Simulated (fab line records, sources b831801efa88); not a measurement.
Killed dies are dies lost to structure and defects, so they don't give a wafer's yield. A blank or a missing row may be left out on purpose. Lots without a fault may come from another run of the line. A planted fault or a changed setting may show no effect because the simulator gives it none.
fab line records | flow sky130
record lots=5 wafers=23
route steps=708 shown METAL4@628 METAL5@676
start_h: hours from the record's first day to the start of the lot's first wafer shown | wait_h: hours since the lot's step before | " the same as in the row above | L1.1+2: a row that stands for several wafers | - no value, or no start given | * or withheld: withheld | < > ~ a bound
route shown NAME@n: a module of which the file shows steps, and the number in the route of the first | usual: mean/standard deviation of fault-free wafers | same: alike in all rows | chamber/n: place in a boat | sites: the reading at each site | _std_site: their standard deviation | _edge_site: outer sites' mean less inner sites' | radius_mm: how far each site lies from the wafer's centre | mask NAME#n: copy n | behind: the tool/chamber that last shaped the wafer | hold: why the lot was held/for how many hours/how that ended | device: the transistor (n, p or np) that didn't switch | end of line: the same wafers' tests at the end of the route | a step without rows: its recipe alone | killed: dies lost to structure and defects at the first sort, not the wafer's yield | map: a wafer's dies, x killed, . not, _ none there
set.NAME: the setting as run; set.NAME@STEP: as run at that earlier step | model.NAME: the simulator's own value behind a step, which no gauge read
lots whose settings were changed on purpose; a table a step, a row a wafer
## steps
# step SKY_METAL4_DEVELOP_12
# recipe develop_time_s=60 resist=KrF-thick dev_temp_c=21
# columns lot.wafer tool chamber start_h wait_h set.dev_temp_c
L076.2+3+4+5+6 litho_track-01 0 - - 21
L079.1+2+3+4+5 litho_track-01 0 - - 21
L081.1+2+6 litho_track-01 0 - - 21
L080.1+3+6 litho_track-04 0 - - 21
L080.4+5 " 0 " " 17.98
L085.1+6 litho_track-01 0 - - 17.32
L085.2+4+5 " 0 " " 21
# step SKY_METAL4_CD_MEAS_13
# recipe target_cd_nm=300
# usual cd_nm=300.3/1.3
# columns lot.wafer tool chamber start_h wait_h set.dev_temp_c@METAL4_DEVELOP_12 cd_nm
L076.2 cd_sem-01 - 1046.85 - 21 298.3
L076.3 " - " " 21 299.6
L076.4 " - " " 21 300.0
L076.5 " - " " 21 299.1
L076.6 " - " " 21 298.8
L079.1 cd_sem-02 - 1047.18 - 21 300.5
L079.2 " - " " 21 301.1
L079.3 " - " " 21 302.6
L079.4 " - " " 21 301.7
L079.5 " - " " 21 300.9
L081.1 cd_sem-01 - 1049.52 - 21 300.0
L081.2 " - " " 21 299.4
L081.6 " - " " 21 299.9
L080.1 cd_sem-02 - 1054.76 - 21 301.5
L080.3 " - " " 21 300.7
L080.4 " - " " 17.98 304.0
L080.5 " - " " 17.98 305.2
L080.6 " - " " 21 300.6
L085.1 cd_sem-02 - 1107.88 - 17.32 304.7
L085.2 " - " " 21 301.0
L085.4 " - " " 21 300.6
L085.5 " - " " 21 299.8
L085.6 " - " " 17.32 303.9
# step SKY_METAL4_DESCUM_15
# recipe chemistry=O2 source_power_w=150 bias_power_w=0 pressure_mtorr=10 temp_c=40 time_s=8
# columns lot.wafer tool chamber start_h wait_h set.dev_temp_c@METAL4_DEVELOP_12 model.METAL4.cd_nm
L076.2 rie_metal-04 0 1046.98 0.0 21 298.6
L076.3 " 1 " " 21 300.1
L076.4 " 0 " " 21 300.4
L076.5 " 1 " " 21 299.5
L076.6 " 0 " " 21 298.9
L079.1 rie_metal-04 0 1047.33 0.0 21 301.2
L079.2 " 1 " " 21 301.9
L079.3 " 0 " " 21 302.6
L079.4 " 1 " " 21 302.3
L079.5 " 0 " " 21 301
L081.1 rie_metal-03 0 1049.68 0.0 21 300.2
L081.2 " 1 " " 21 300.7
L081.6 " 0 " " 21 300.3
L080.1 rie_metal-03 1 1054.91 0.0 21 302.5
L080.3+6 " 0,1 " " 21 301.2
L080.4 " 1 " " 17.98 305.2
L080.5 " 0 " " 17.98 305.7
L085.1 rie_metal-01 0 1108.03 0.0 17.32 304.7
L085.2 " 1 " " 21 301.2
L085.4 " 0 " " 21 300.8
L085.5 " 0 " " 21 299.6
L085.6 " 1 " " 17.32 304
# step SKY_METAL4_ETCH_16
# recipe chemistry=N2/H2 target=BARC ion_energy_ev=200 bias_w=100 pressure_mtorr=30 n2_flow_sccm=100 h2_flow_sccm=200 icp_w=500 stop_on=SiO2 time_s=88.2 target_depth_a=600
# usual oes_product_au=0.625/0.0048
# columns lot.wafer tool chamber start_h wait_h set.resist_thk_nm@METAL4_COAT_07 set.dev_temp_c@METAL4_DEVELOP_12 oes_product_au model.METAL4.cd_nm
L076.2 rie_metal-04 0 1047.01 0.0 63.55 21 0.643 299.2
L076.3 " 1 " " 63.55 21 0.646 298.9
L076.4 " 0 " " 60 21 0.624 301
L076.5 " 1 " " 63.55 21 0.647 298.6
L076.6 " 0 " " 60 21 0.622 298.9
L079.1 rie_metal-04 0 1047.36 0.0 60 21 0.620 301.4
L079.2 " 1 " " 62.26 21 0.635 301
L079.3 " 0 " " 62.26 21 0.642 304
L079.4 " 1 " " 62.26 21 0.639 302
L079.5 " 0 " " 60 21 0.628 302.4
L081.1 rie_metal-03 0 1049.71 0.0 60 21 0.624 300.6
L081.2 " 1 " " 60 21 0.626 300.8
L081.6 " 0 " " 60 21 0.626 300.9
L080.1 rie_metal-03 1 1054.94 0.0 60 21 0.621 302
L080.3 " 0 " " 60 21 0.627 301
L080.4 " 1 " " 60 17.98 0.635 304.8
L080.5 " 0 " " 60 17.98 0.627 304.8
L080.6 " 1 " " 60 21 0.622 300.7
L085.1 rie_metal-01 0 1108.06 0.0 60 17.32 0.623 304
L085.2 " 1 " " 60 21 0.628 301
L085.4 " 0 " " 60 21 0.626 300.3
L085.5 " 0 " " 60 21 0.630 298.9
L085.6 " 1 " " 60 17.32 0.620 304.9
# step SKY_METAL5_METAL_ETCH_15
# recipe target_depth_a=12600 stop_on=SiO2 over_etch_frac=0.2 time_s=252 chemistry=Cl2/BCl3 resist_sidewall_deg=86 pressure_mtorr=10 icp_w=900 bias_w=48.5 Cl2_flow_sccm=60 bcl3_flow_sccm=30
# columns lot.wafer tool chamber start_h wait_h set.icp_w model.NOVOLAK_of_METAL5_COAT_09.thk_nm
L076.2+6 rie_metal-01 1,0 1091.86 0.0 900 1042
L076.3 " 0 " " 995.4 975.9
L076.4 " 1 " " 995.4 968.6
L076.5 " 1 " " 900 1044
L079.1 rie_metal-03 1 1092.56 0.0 900 1034
L079.2 " 0 " " 797.3 1113
L079.3 " 0 " " 797.3 1125
L079.4 " 1 " " 900 1044
L079.5 " 0 " " 900 1042
L081.1 rie_metal-02 1 1094.46 0.0 900 1031
L081.2 " 0 " " 900 1016
L081.6 " 1 " " 900 1036
L080.1 rie_metal-01 0 1100.57 0.0 842.5 1082
L080.3 " 1 " " 900 1034
L080.4 " 0 " " 900 1039
L080.5 " 1 " " 900 1040
L080.6 " 0 " " 842.5 1079
L085.1 rie_metal-02 0 1150.01 0.0 900 1015
L085.2 " 1 " " 900 1023
L085.4 " 0 " " 949.6 985.3
L085.5 " 0 " " 949.6 992.1
L085.6 " 1 " " 900 1029
# step SKY_METAL5_STRIP_16
# recipe chemistry=O2/N2 power_w=1400 pressure_mtorr=1500 platen_temp_c=withheld o2_flow_sccm=3000 n2_flow_sccm=300 overash_fraction=0.5
# usual strip_time_to_endpoint_s=13.10/0.11
# columns lot.wafer tool chamber start_h wait_h set.icp_w@METAL5_METAL_ETCH_15 strip_time_to_endpoint_s
L076.2 plasma_asher-02 1 1092.10 0.2 900 13.15
L076.3 " 1 " " 995.4 12.46
L076.4 " 0 " " 995.4 12.38
L076.5 " 1 " " 900 13.17
L076.6 " 0 " " 900 13.16
L079.1 plasma_asher-01 0 1092.79 0.2 900 13.07
L079.2 " 1 " " 797.3 13.96
L079.3 " 0 " " 797.3 14.11
L079.4 " 1 " " 900 13.18
L079.5 " 0 " " 900 13.14
L081.1 plasma_asher-04 0 1094.70 0.2 900 13.04
L081.2 " 1 " " 900 12.87
L081.6 " 0 " " 900 13.08
L080.1 plasma_asher-01 1 1100.81 0.2 842.5 13.60
L080.3 " 0 " " 900 13.07
L080.4 " 1 " " 900 13.12
L080.5 " 0 " " 900 13.12
L080.6 " 1 " " 842.5 13.58
L085.1 plasma_asher-04 0 1150.25 0.2 900 12.85
L085.2 " 1 " " 900 12.94
L085.4 " 0 " " 949.6 12.59
L085.5 " 0 " " 949.6 12.65
L085.6 " 1 " " 900 13.00
## key
split step=SKY_METAL4_DEVELOP_12 setting=dev_temp_c stated=21 by=wafer
response step=SKY_METAL4_CD_MEAS_13 reading=cd_nm change=-0.233 per=1% r=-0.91
response step=SKY_METAL4_DESCUM_15 reading=model.METAL4.cd_nm change=-0.237 per=1% r=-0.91
response step=SKY_METAL4_ETCH_16 reading=model.METAL4.cd_nm change=-0.25 per=1% r=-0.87
split step=SKY_METAL5_METAL_ETCH_15 setting=icp_w stated=900 by=wafer
response step=SKY_METAL5_METAL_ETCH_15 reading=model.NOVOLAK_of_METAL5_COAT_09.thk_nm change=-6.71 per=1% r=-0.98
response step=SKY_METAL5_STRIP_16 reading=strip_time_to_endpoint_s change=* per=1% r=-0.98
split outside_this_file step=SKY_METAL4_COAT_07 setting=resist_thk_nm
# split outside_this_file: this setting was split too, and the file shows its column; the key of that split is in another file
